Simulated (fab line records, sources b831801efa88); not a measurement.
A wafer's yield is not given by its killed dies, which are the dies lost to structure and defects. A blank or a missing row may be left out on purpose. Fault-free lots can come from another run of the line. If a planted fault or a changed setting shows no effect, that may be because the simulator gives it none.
Which tool did it? :: flow sky130 :: 13 lots with 39 wafers sampled at 6 steps, on a route of 708 steps

## WHAT EACH GAUGE READ, for each wafer
SKY_VT_ADJUST_HVTR_TW_MEAS_11. Usual: VT_ADJUST_HVTR_TW 210.0, standard deviation 2.4.
lot: L396
measured: day 9 17:51
on: film-metro-01
VT_ADJUST_HVTR_TW: 213.7 212.9 214.8
flag: 

lot: L397
measured: day 9 20:34
on: film-metro-03
VT_ADJUST_HVTR_TW: 207.2 207.4 206.6
flag: 

lot: L399
measured: day 10 12:31
on: film-metro-01
VT_ADJUST_HVTR_TW: 211.7 210.8 210.6
flag: 

lot: L400
measured: day 10 20:12
on: film-metro-04
VT_ADJUST_HVTR_TW: 206.5 206.4 208.0
flag: 

lot: L401
measured: day 11 02:16
on: film-metro-01
VT_ADJUST_HVTR_TW: 211.2 211.6 210.5
flag: 

lot: L402
measured: day 11 08:59
on: film-metro-01
VT_ADJUST_HVTR_TW: 211.2 210.0 209.7
flag: 

lot: L403
measured: day 11 20:07
on: film-metro-01
VT_ADJUST_HVTR_TW: 211.8 210.9 211.7
flag: 

lot: L406
measured: day 12 12:44
on: film-metro-04
VT_ADJUST_HVTR_TW: 206.0 206.6 206.9
flag: 

lot: L412
measured: day 14 07:22
on: film-metro-01
VT_ADJUST_HVTR_TW: 212.5 212.4 212.3
flag: 

lot: L414
measured: day 14 22:05
on: film-metro-01
VT_ADJUST_HVTR_TW: 211.4 211.9 210.9
flag: 

lot: L415
measured: day 15 11:05
on: film-metro-01
VT_ADJUST_HVTR_TW: 211.8 210.9 210.6
flag: 

lot: L418
measured: day 16 06:40
on: film-metro-01
VT_ADJUST_HVTR_TW: 213.3 213.7 213.0
flag: 

lot: L419
measured: day 16 17:12
on: film-metro-01
VT_ADJUST_HVTR_TW: 212.4 212.0 211.8
flag: 

SKY_RES_XHIGH_TW_MEAS_09. Usual: RES_XHIGH_TW 1637, standard deviation 11.
lot: L396
measured: day 27 00:53
on: film-metro-04
RES_XHIGH_TW: 1620 1618 1623
flag: 

lot: L397
measured: day 27 03:40
on: film-metro-02
RES_XHIGH_TW: 1626 1636 1638
flag: 

lot: L399
measured: day 28 02:20
on: film-metro-01
RES_XHIGH_TW: 1641 1635 1622
flag: 

lot: L400
measured: day 28 06:50
on: film-metro-04
RES_XHIGH_TW: 1611 1618 1617
flag: 

lot: L401
measured: day 29 06:28
on: film-metro-01
RES_XHIGH_TW: 1634 1637 1640
flag: 

lot: L402
measured: day 29 08:56
on: film-metro-04
RES_XHIGH_TW: 1626 1621 1621
flag: 

lot: L403
measured: day 29 13:10
on: film-metro-01
RES_XHIGH_TW: 1645 1637 1638
flag: 

lot: L406
measured: day 30 10:28
on: film-metro-02
RES_XHIGH_TW: 30 30 30
flag: OFF

lot: L412
measured: day 32 01:11
on: film-metro-04
RES_XHIGH_TW: 1643 1645 1647
flag: 

lot: L414
measured: day 32 23:32
on: film-metro-01
RES_XHIGH_TW: 1649 1647 1641
flag: 

lot: L415
measured: day 33 07:33
on: film-metro-01
RES_XHIGH_TW: 1652 1653 1643
flag: 

lot: L418
measured: day 34 03:03
on: film-metro-02
RES_XHIGH_TW: 1636 1638 1638
flag: 

lot: L419
measured: day 34 09:18
on: film-metro-04
RES_XHIGH_TW: 1649 1657 1651
flag: 

## WHICH TOOL RAN EACH LOT (tool, then ch and the chambers of the sampled wafers, then the start)
lot: L396
SKY_VT_ADJUST_HVTR_STRIP_10: plasma-asher-02 ch 0,1, day 9 17:44
SKY_SONOS_ONO_ETCH_15: rie-diel-04 ch 0,1,2, day 12 21:45
SKY_SD_P_STRIP_10: plasma-asher-01 ch 0, day 25 19:59
SKY_RES_XHIGH_STRIP_08: plasma-asher-03 ch 0, day 27 00:47

lot: L397
SKY_VT_ADJUST_HVTR_STRIP_10: plasma-asher-02 ch 0,1, day 9 20:27
SKY_SONOS_ONO_ETCH_15: rie-diel-01 ch 1,3, day 12 23:48
SKY_SD_P_STRIP_10: plasma-asher-02 ch 0,1, day 25 22:11
SKY_RES_XHIGH_STRIP_08: plasma-asher-01 ch 0,1, day 27 03:33

lot: L399
SKY_VT_ADJUST_HVTR_STRIP_10: plasma-asher-04 ch 0,1, day 10 12:24
SKY_SONOS_ONO_ETCH_15: rie-diel-02 ch 1,3, day 13 21:06
SKY_SD_P_STRIP_10: plasma-asher-04 ch 0,1, day 26 21:18
SKY_RES_XHIGH_STRIP_08: plasma-asher-01 ch 1, day 28 02:14

lot: L400
SKY_VT_ADJUST_HVTR_STRIP_10: plasma-asher-02 ch 0,1, day 10 20:06
SKY_SONOS_ONO_ETCH_15: rie-diel-01 ch 0,3, day 14 02:39
SKY_SD_P_STRIP_10: plasma-asher-01 ch 0,1, day 27 02:06
SKY_RES_XHIGH_STRIP_08: plasma-asher-01 ch 0,1, day 28 06:44

lot: L401
SKY_VT_ADJUST_HVTR_STRIP_10: plasma-asher-02 ch 0,1, day 11 02:11
SKY_SONOS_ONO_ETCH_15: rie-diel-02 ch 0,1,3, day 14 10:36
SKY_SD_P_STRIP_10: plasma-asher-02 ch 0,1, day 28 02:11
SKY_RES_XHIGH_STRIP_08: plasma-asher-01 ch 0,1, day 29 06:23

lot: L402
SKY_VT_ADJUST_HVTR_STRIP_10: plasma-asher-02 ch 0,1, day 11 08:53
SKY_SONOS_ONO_ETCH_15: rie-diel-01 ch 0,2,3, day 14 20:36
SKY_SD_P_STRIP_10: plasma-asher-04 ch 0,1, day 28 04:30
SKY_RES_XHIGH_STRIP_08: plasma-asher-02 ch 0,1, day 29 08:50

lot: L403
SKY_VT_ADJUST_HVTR_STRIP_10: plasma-asher-01 ch 1, day 11 20:00
SKY_SONOS_ONO_ETCH_15: rie-diel-02 ch 0,1,3, day 15 08:27
SKY_SD_P_STRIP_10: plasma-asher-01 ch 0, day 28 09:29
SKY_RES_XHIGH_STRIP_08: plasma-asher-02 ch 0,1, day 29 13:03

lot: L406
SKY_VT_ADJUST_HVTR_STRIP_10: plasma-asher-01 ch 0,1, day 12 12:38
SKY_SONOS_ONO_ETCH_15: rie-diel-02 ch 0,1,2, day 16 03:00
SKY_SD_P_STRIP_10: plasma-asher-04 ch 0,1, day 29 06:32
SKY_RES_XHIGH_STRIP_08: plasma-asher-03 ch 0,1, day 30 10:23

lot: L412
SKY_VT_ADJUST_HVTR_STRIP_10: plasma-asher-01 ch 0,1, day 14 07:16
SKY_SONOS_ONO_ETCH_15: rie-diel-01 ch 2,3, day 18 02:09
SKY_SD_P_STRIP_10: plasma-asher-02 ch 0,1, day 30 20:56
SKY_RES_XHIGH_STRIP_08: plasma-asher-02 ch 0,1, day 32 01:05

lot: L414
SKY_VT_ADJUST_HVTR_STRIP_10: plasma-asher-01 ch 0,1, day 14 21:59
SKY_SONOS_ONO_ETCH_15: rie-diel-04 ch 0,1,2, day 18 21:00
SKY_SD_P_STRIP_10: plasma-asher-01 ch 0,1, day 31 19:45
SKY_RES_XHIGH_STRIP_08: plasma-asher-03 ch 0,1, day 32 23:26

lot: L415
SKY_VT_ADJUST_HVTR_STRIP_10: plasma-asher-01 ch 0,1, day 15 10:59
SKY_SONOS_ONO_ETCH_15: rie-diel-02 ch 0,1, day 19 09:12
SKY_SD_P_STRIP_10: plasma-asher-04 ch 0,1, day 32 04:14
SKY_RES_XHIGH_STRIP_08: plasma-asher-02 ch 1, day 33 07:27

lot: L418
SKY_VT_ADJUST_HVTR_STRIP_10: plasma-asher-01 ch 0,1, day 16 06:35
SKY_SONOS_ONO_ETCH_15: rie-diel-01 ch 1,3, day 20 07:12
SKY_SD_P_STRIP_10: plasma-asher-04 ch 0,1, day 33 00:29
SKY_RES_XHIGH_STRIP_08: plasma-asher-03 ch 0,1, day 34 02:58

lot: L419
SKY_VT_ADJUST_HVTR_STRIP_10: plasma-asher-01 ch 0,1, day 16 17:06
SKY_SONOS_ONO_ETCH_15: rie-diel-02 ch 0,2,3, day 20 16:15
SKY_SD_P_STRIP_10: plasma-asher-01 ch 0,1, day 33 05:51
SKY_RES_XHIGH_STRIP_08: plasma-asher-01 ch 0,1, day 34 09:12
- SKY_VT_ADJUST_HVTR_STRIP_10: strips in O2/N2.
- SKY_SONOS_ONO_ETCH_15: etches the open film in CHF3/O2, target depth 19.52 nm, time 7.8 s.
- SKY_SD_P_STRIP_10: strips in O2/N2.
- SKY_RES_XHIGH_STRIP_08: strips in O2/N2.

## AS READ BY THE TOOLS THEMSELVES (means over the sampled wafers that have a number; for cases with no such wafer, the mark the record gives instead)
SKY_VT_ADJUST_HVTR_STRIP_10. Usual: drypump-motor-current-A 5.4 A, standard deviation 0.44; oes-product-au 0.716 a.u., standard deviation 0.005; strip-time-to-endpoint-s 14.17 s, standard deviation 0.04.
lot: L396
tool: plasma-asher-02
drypump-motor-current-A (A): 5.1
oes-product-au (a.u.): 0.716
strip-time-to-endpoint-s (s): 14.17
flag: 

lot: L397
tool: plasma-asher-02
drypump-motor-current-A (A): 5.2
oes-product-au (a.u.): 0.717
strip-time-to-endpoint-s (s): 14.16
flag: 

lot: L399
tool: plasma-asher-04
drypump-motor-current-A (A): 5.2
oes-product-au (a.u.): 0.716
strip-time-to-endpoint-s (s): 14.17
flag: 

lot: L400
tool: plasma-asher-02
drypump-motor-current-A (A): 5.1
oes-product-au (a.u.): 0.719
strip-time-to-endpoint-s (s): 14.15
flag: 

lot: L401
tool: plasma-asher-02
drypump-motor-current-A (A): 5.1
oes-product-au (a.u.): 0.715
strip-time-to-endpoint-s (s): 14.17
flag: 

lot: L402
tool: plasma-asher-02
drypump-motor-current-A (A): 5.1
oes-product-au (a.u.): 0.716
strip-time-to-endpoint-s (s): 14.18
flag: 

lot: L403
tool: plasma-asher-01
drypump-motor-current-A (A): 5.4
oes-product-au (a.u.): 0.714
strip-time-to-endpoint-s (s): 14.20
flag: 

lot: L406
tool: plasma-asher-01
drypump-motor-current-A (A): 5.6
oes-product-au (a.u.): 0.715
strip-time-to-endpoint-s (s): 14.12
flag: 

lot: L412
tool: plasma-asher-01
drypump-motor-current-A (A): 5.5
oes-product-au (a.u.): 0.712
strip-time-to-endpoint-s (s): 14.12
flag: 

lot: L414
tool: plasma-asher-01
drypump-motor-current-A (A): 5.6
oes-product-au (a.u.): 0.723
strip-time-to-endpoint-s (s): 14.21
flag: 

lot: L415
tool: plasma-asher-01
drypump-motor-current-A (A): 5.8
oes-product-au (a.u.): 0.714
strip-time-to-endpoint-s (s): 14.18
flag: 

lot: L418
tool: plasma-asher-01
drypump-motor-current-A (A): 5.6
oes-product-au (a.u.): 0.714
strip-time-to-endpoint-s (s): 14.12
flag: 

lot: L419
tool: plasma-asher-01
drypump-motor-current-A (A): 5.8
oes-product-au (a.u.): 0.714
strip-time-to-endpoint-s (s): 14.09
flag: 

SKY_SONOS_ONO_ETCH_15. Usual: drypump-motor-current-A 5.6 A, standard deviation 0.45; oes-product-au 1.007 a.u., standard deviation 0.014; throttle-valve-pct 8.827 %, standard deviation 0.0099.
lot: L396
tool: rie-diel-04
drypump-motor-current-A (A): 5.8
oes-product-au (a.u.): 1.022
throttle-valve-pct (%): 8.827
flag: 

lot: L397
tool: rie-diel-01
drypump-motor-current-A (A): 5.2
oes-product-au (a.u.): 0.993
throttle-valve-pct (%): 8.824
flag: 

lot: L399
tool: rie-diel-02
drypump-motor-current-A (A): 5.1
oes-product-au (a.u.): 0.996
throttle-valve-pct (%): 8.822
flag: 

lot: L400
tool: rie-diel-01
drypump-motor-current-A (A): 5.5
oes-product-au (a.u.): 1.001
throttle-valve-pct (%): 8.825
flag: 

lot: L401
tool: rie-diel-02
drypump-motor-current-A (A): 5.4
oes-product-au (a.u.): 0.997
throttle-valve-pct (%): 8.832
flag: 

lot: L402
tool: rie-diel-01
drypump-motor-current-A (A): 5.6
oes-product-au (a.u.): 1.005
throttle-valve-pct (%): 8.834
flag: 

lot: L403
tool: rie-diel-02
drypump-motor-current-A (A): 5.4
oes-product-au (a.u.): 1.000
throttle-valve-pct (%): 8.831
flag: 

lot: L406
tool: rie-diel-02
drypump-motor-current-A (A): 5.6
oes-product-au (a.u.): 1.010
throttle-valve-pct (%): 8.825
flag: 

lot: L412
tool: rie-diel-01
drypump-motor-current-A (A): 5.6
oes-product-au (a.u.): 0.991
throttle-valve-pct (%): 8.817
flag: 

lot: L414
tool: rie-diel-04
drypump-motor-current-A (A): 5.8
oes-product-au (a.u.): 1.026
throttle-valve-pct (%): 8.829
flag: 

lot: L415
tool: rie-diel-02
drypump-motor-current-A (A): 5.7
oes-product-au (a.u.): 1.010
throttle-valve-pct (%): 8.827
flag: 

lot: L418
tool: rie-diel-01
drypump-motor-current-A (A): 5.2
oes-product-au (a.u.): 0.988
throttle-valve-pct (%): 8.829
flag: 

lot: L419
tool: rie-diel-02
drypump-motor-current-A (A): 5.6
oes-product-au (a.u.): 1.012
throttle-valve-pct (%): 8.829
flag: 

SKY_SD_P_STRIP_10. Usual: drypump-motor-current-A 5.4 A, standard deviation 0.42; oes-product-au 0.618 a.u., standard deviation 0.0048; strip-time-to-endpoint-s 17.51 s, standard deviation 0.04.
lot: L396
tool: plasma-asher-01
drypump-motor-current-A (A): 5.9
oes-product-au (a.u.): 0.626
strip-time-to-endpoint-s (s): 17.51
flag: 

lot: L397
tool: plasma-asher-02
drypump-motor-current-A (A): 5.1
oes-product-au (a.u.): 0.615
strip-time-to-endpoint-s (s): 17.53
flag: 

lot: L399
tool: plasma-asher-04
drypump-motor-current-A (A): 5.2
oes-product-au (a.u.): 0.622
strip-time-to-endpoint-s (s): 17.50
flag: 

lot: L400
tool: plasma-asher-01
drypump-motor-current-A (A): 5.5
oes-product-au (a.u.): 0.621
strip-time-to-endpoint-s (s): 17.47
flag: 

lot: L401
tool: plasma-asher-02
drypump-motor-current-A (A): 5.1
oes-product-au (a.u.): 0.621
strip-time-to-endpoint-s (s): 17.49
flag: 

lot: L402
tool: plasma-asher-04
drypump-motor-current-A (A): 5.7
oes-product-au (a.u.): 0.619
strip-time-to-endpoint-s (s): 17.50
flag: 

lot: L403
tool: plasma-asher-01
drypump-motor-current-A (A): 5.9
oes-product-au (a.u.): 0.618
strip-time-to-endpoint-s (s): 17.45
flag: 

lot: L406
tool: plasma-asher-04
drypump-motor-current-A (A): 5.7
oes-product-au (a.u.): 0.784
strip-time-to-endpoint-s (s): -
flag: OFF

lot: L412
tool: plasma-asher-02
drypump-motor-current-A (A): 5.2
oes-product-au (a.u.): 0.619
strip-time-to-endpoint-s (s): 17.51
flag: 

lot: L414
tool: plasma-asher-01
drypump-motor-current-A (A): 5.7
oes-product-au (a.u.): 0.613
strip-time-to-endpoint-s (s): 17.51
flag: 

lot: L415
tool: plasma-asher-04
drypump-motor-current-A (A): 5.7
oes-product-au (a.u.): 0.616
strip-time-to-endpoint-s (s): 17.51
flag: 

lot: L418
tool: plasma-asher-04
drypump-motor-current-A (A): 5.2
oes-product-au (a.u.): 0.620
strip-time-to-endpoint-s (s): 17.51
flag: 

lot: L419
tool: plasma-asher-01
drypump-motor-current-A (A): 5.5
oes-product-au (a.u.): 0.620
strip-time-to-endpoint-s (s): 17.44
flag: 

SKY_RES_XHIGH_STRIP_08. Usual: drypump-motor-current-A 5.6 A, standard deviation 0.39; oes-product-au 0.711 a.u., standard deviation 0.0043; strip-time-to-endpoint-s 14.29 s, standard deviation 0.033.
lot: L396
tool: plasma-asher-03
drypump-motor-current-A (A): 6.2
oes-product-au (a.u.): 0.714
strip-time-to-endpoint-s (s): 14.30
flag: 

lot: L397
tool: plasma-asher-01
drypump-motor-current-A (A): 5.8
oes-product-au (a.u.): 0.708
strip-time-to-endpoint-s (s): 14.25
flag: 

lot: L399
tool: plasma-asher-01
drypump-motor-current-A (A): 5.4
oes-product-au (a.u.): 0.711
strip-time-to-endpoint-s (s): 14.31
flag: 

lot: L400
tool: plasma-asher-01
drypump-motor-current-A (A): 5.7
oes-product-au (a.u.): 0.712
strip-time-to-endpoint-s (s): 14.28
flag: 

lot: L401
tool: plasma-asher-01
drypump-motor-current-A (A): 5.7
oes-product-au (a.u.): 0.711
strip-time-to-endpoint-s (s): 14.30
flag: 

lot: L402
tool: plasma-asher-02
drypump-motor-current-A (A): 5.2
oes-product-au (a.u.): 0.713
strip-time-to-endpoint-s (s): 14.32
flag: 

lot: L403
tool: plasma-asher-02
drypump-motor-current-A (A): 5.1
oes-product-au (a.u.): 0.717
strip-time-to-endpoint-s (s): 14.29
flag: 

lot: L406
tool: plasma-asher-03
drypump-motor-current-A (A): 6.1
oes-product-au (a.u.): 0.709
strip-time-to-endpoint-s (s): 16.56
flag: OFF

lot: L412
tool: plasma-asher-02
drypump-motor-current-A (A): 5.2
oes-product-au (a.u.): 0.711
strip-time-to-endpoint-s (s): 14.28
flag: 

lot: L414
tool: plasma-asher-03
drypump-motor-current-A (A): 6.0
oes-product-au (a.u.): 0.715
strip-time-to-endpoint-s (s): 14.32
flag: 

lot: L415
tool: plasma-asher-02
drypump-motor-current-A (A): 5.1
oes-product-au (a.u.): 0.707
strip-time-to-endpoint-s (s): 14.28
flag: 

lot: L418
tool: plasma-asher-03
drypump-motor-current-A (A): 6.1
oes-product-au (a.u.): 0.713
strip-time-to-endpoint-s (s): 14.36
flag: 

lot: L419
tool: plasma-asher-01
drypump-motor-current-A (A): 5.6
oes-product-au (a.u.): 0.714
strip-time-to-endpoint-s (s): 14.23
flag: 

## THE ANSWER, worked out from the rows above alone
Rule: take the mean of a lot's wafers that have a number; if it is more than 3 standard deviations from the usual mean, the lot is off. Also off: a lot with no number at a reading for which 4 or more lots have one. Any other lot the step has rows for is counted as sound. Order of review: gauges by route order, followed by the tools' own readings, for which a lot's mean as printed above is used. At the first step where some lot is off, the reading lying furthest off is the one used; lots without a number count as furthest.
Off: L406, at SKY_RES_XHIGH_TW_MEAS_09 (RES_XHIGH_TW).
A tool fits if, at a process step before that reading, it ran every lot that is off, and no sound lot after the first of them. The gauges at SKY_RES_XHIGH_TW_MEAS_09 aren't tried: what is off there is off at SKY_SD_P_STRIP_10 too, on other tools, and a gauge's error can't cause that. Of those tried, none fits.

## WHAT THE SIMULATOR HAD INSERTED
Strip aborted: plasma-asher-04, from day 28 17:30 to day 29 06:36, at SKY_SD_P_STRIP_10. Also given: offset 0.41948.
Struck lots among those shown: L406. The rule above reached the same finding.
